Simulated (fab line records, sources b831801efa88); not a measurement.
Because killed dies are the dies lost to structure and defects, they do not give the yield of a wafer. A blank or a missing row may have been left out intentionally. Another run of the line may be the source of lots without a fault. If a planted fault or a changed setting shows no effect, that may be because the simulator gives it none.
Chamber matching | flow sky130 | cmp-02 running SKY_VIA2_CMP_02: 4 sister chambers
The step polishes SiO2. 4 wafers are shown with their chamber, then 12 later ones without.

WAFERS PAIRED WITH THEIR CHAMBERS
wafer  | chamber | motor-current-A (A)
L086.5 | 3       | 14.0
L090.1 | 2       | 14.9
L090.4 | 0       | 12.1
L090.5 | 1       | 10.6

WAFERS WITH NO CHAMBER GIVEN
wafer  | motor-current-A (A)
L091.2 | 10.9
L091.4 | 11.7
L091.6 | 15.3
L094.2 | 11.8
L094.3 | 10.6
L094.5 | 12.0
L093.1 | 10.5
L093.2 | 15.6
L093.6 | 10.3
L097.2 | 13.9
L097.3 | 15.6
L097.4 | 10.2

EACH ONE'S CHAMBER
wafer  | from the rows above     | in truth
L091.2 | 1                       | 1
L091.4 | can't be placed: 0 or 1 | 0
L091.6 | 2                       | 2
L094.2 | 0                       | 0
L094.3 | 1                       | 1
L094.5 | 0                       | 0
L093.1 | 1                       | 1
L093.2 | 2                       | 2
L093.6 | 1                       | 1
L097.2 | 3                       | 3
L097.3 | 2                       | 2
L097.4 | 1                       | 1
Correctly placed: 11 of 12. Cannot be placed on the basis of these rows: 1; the candidates contain the true chamber in 1. 0 placed wrongly.
How it was worked out, from the rows above alone: a wafer's distance from a chamber is the root of the sum, over the readings, of the square of ((its reading less the chamber's mean) divided by the reading's scatter). If the next closest chamber is less than 2 further off than the closest, the wafer can't be placed; otherwise it belongs to the closest. A chamber's mean is the mean of its shown wafers. The scatter: root of mean squared gap, hidden wafer to nearest shown wafer, with one shown wafer a chamber.
